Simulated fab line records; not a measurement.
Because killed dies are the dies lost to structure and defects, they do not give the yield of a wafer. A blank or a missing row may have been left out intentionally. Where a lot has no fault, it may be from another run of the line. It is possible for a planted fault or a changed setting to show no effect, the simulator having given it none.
Which tool did it? + flow sky130 + Sampling: 13 lots, 39 wafers, 2 of 708 route steps

WHAT EACH GAUGE READ, for each wafer
SKY_VIA4_RS_MEAS_19: measurement is done with a four-point probe.
| lot  | measured     | on            | VIA4_W_RS (ohm/sq) |
|------|--------------|---------------|--------------------|
| L526 | day 42 09:17 | film_metro-04 | 0.222 0.222 0.221  |
| L525 | day 42 14:05 | film_metro-04 | 0.229 0.226 0.227  |
| L527 | day 43 04:14 | film_metro-01 | 0.225 0.226 0.227  |
| L528 | day 43 19:08 | film_metro-04 | 0.229 0.229 0.230  |
| L529 | day 44 04:27 | film_metro-04 | 0.231 0.233 0.232  |
| L531 | day 44 09:28 | film_metro-01 | 0.232 0.234 0.236  |
| L530 | day 44 11:43 | film_metro-03 | 0.229 0.231 0.231  |
| L532 | day 44 17:13 | film_metro-04 | 0.227 0.223 0.225  |
| L533 | day 44 21:23 | film_metro-04 | 0.232 0.232 0.232  |
| L534 | day 45 07:31 | film_metro-04 | 0.223 0.226 0.227  |
| L543 | day 47 13:38 | film_metro-03 | 0.228 0.230 0.230  |
| L547 | day 48 11:32 | film_metro-01 | 0.229 0.230 0.227  |
| L548 | day 48 16:27 | film_metro-01 | 0.228 0.229 0.226  |

WHICH TOOL RAN EACH LOT (tool, then ch and the chambers of the sampled wafers, then the start)
| lot  | SKY_LI_CONTACT_HDPCVD_00         |
|------|----------------------------------|
| L526 | hdpcvd-01 ch 0,2, day 27 13:20   |
| L525 | hdpcvd-02 ch 0,2, day 27 15:26   |
| L527 | hdpcvd-02 ch 0,1, day 28 09:02   |
| L528 | hdpcvd-02 ch 0,1,2, day 29 04:53 |
| L529 | hdpcvd-02 ch 0,1,2, day 29 13:11 |
| L531 | hdpcvd-01 ch 0,1,2, day 30 00:35 |
| L530 | hdpcvd-02 ch 1,2, day 30 02:17   |
| L532 | hdpcvd-02 ch 1,2, day 30 09:38   |
| L533 | hdpcvd-02 ch 0,1,2, day 30 12:23 |
| L534 | hdpcvd-02 ch 0,1, day 31 01:14   |
| L543 | hdpcvd-01 ch 0,2, day 33 22:11   |
| L547 | hdpcvd-02 ch 0,2, day 35 05:17   |
| L548 | hdpcvd-01 ch 0,1,2, day 35 11:47 |
- SKY_LI_CONTACT_HDPCVD_00: deposits PSG, target thk 930 nm, time 155 s.

WHAT THE TOOLS THEMSELVES READ (means of the sampled wafers that have a number; where no wafer has one, the mark that the record gives instead)
SKY_LI_CONTACT_HDPCVD_00.
| lot  | tool      | pressure_mtorr (mTorr) | susceptor_temp_C (C) |
|------|-----------|------------------------|----------------------|
| L526 | hdpcvd-01 | 6.003                  | 600.0                |
| L525 | hdpcvd-02 | 5.991                  | 600.0                |
| L527 | hdpcvd-02 | 6.008                  | 600.1                |
| L528 | hdpcvd-02 | 6.003                  | 600.4                |
| L529 | hdpcvd-02 | 5.995                  | 600.0                |
| L531 | hdpcvd-01 | 5.999                  | 600.3                |
| L530 | hdpcvd-02 | 6.002                  | 600.2                |
| L532 | hdpcvd-02 | 6.014                  | 600.1                |
| L533 | hdpcvd-02 | 6.004                  | 599.9                |
| L534 | hdpcvd-02 | 5.997                  | 600.2                |
| L543 | hdpcvd-01 | 5.986                  | 600.0                |
| L547 | hdpcvd-02 | 5.994                  | 599.9                |
| L548 | hdpcvd-01 | 6.006                  | 599.6                |

THE ANSWER, worked out from the rows above alone
Rule: usual is defined by the lots themselves. Put in order of their means at a reading, lots are off if they are a third of the lots or fewer, leave a main group of 4 or more, and stand apart from it by a gap of 3 or more times the standard deviation of the main group's means; of several such gaps the widest counts. If all means in a main group match to the digits the tables above print for the reading, that group is not used. Also off: a lot with no number at a reading for which 4 or more lots have one. All remaining lots with rows at the step are treated as sound. The gauges are gone through in route order, then the tools' own readings, and for those a lot's mean is taken as printed above. At the first step where some lot is off, the reading lying furthest off is the one used; lots without a number count as furthest.
Across all readings shown, no lot is off: no conclusion can be drawn from this.

WHAT THE SIMULATOR HAD PUT IN
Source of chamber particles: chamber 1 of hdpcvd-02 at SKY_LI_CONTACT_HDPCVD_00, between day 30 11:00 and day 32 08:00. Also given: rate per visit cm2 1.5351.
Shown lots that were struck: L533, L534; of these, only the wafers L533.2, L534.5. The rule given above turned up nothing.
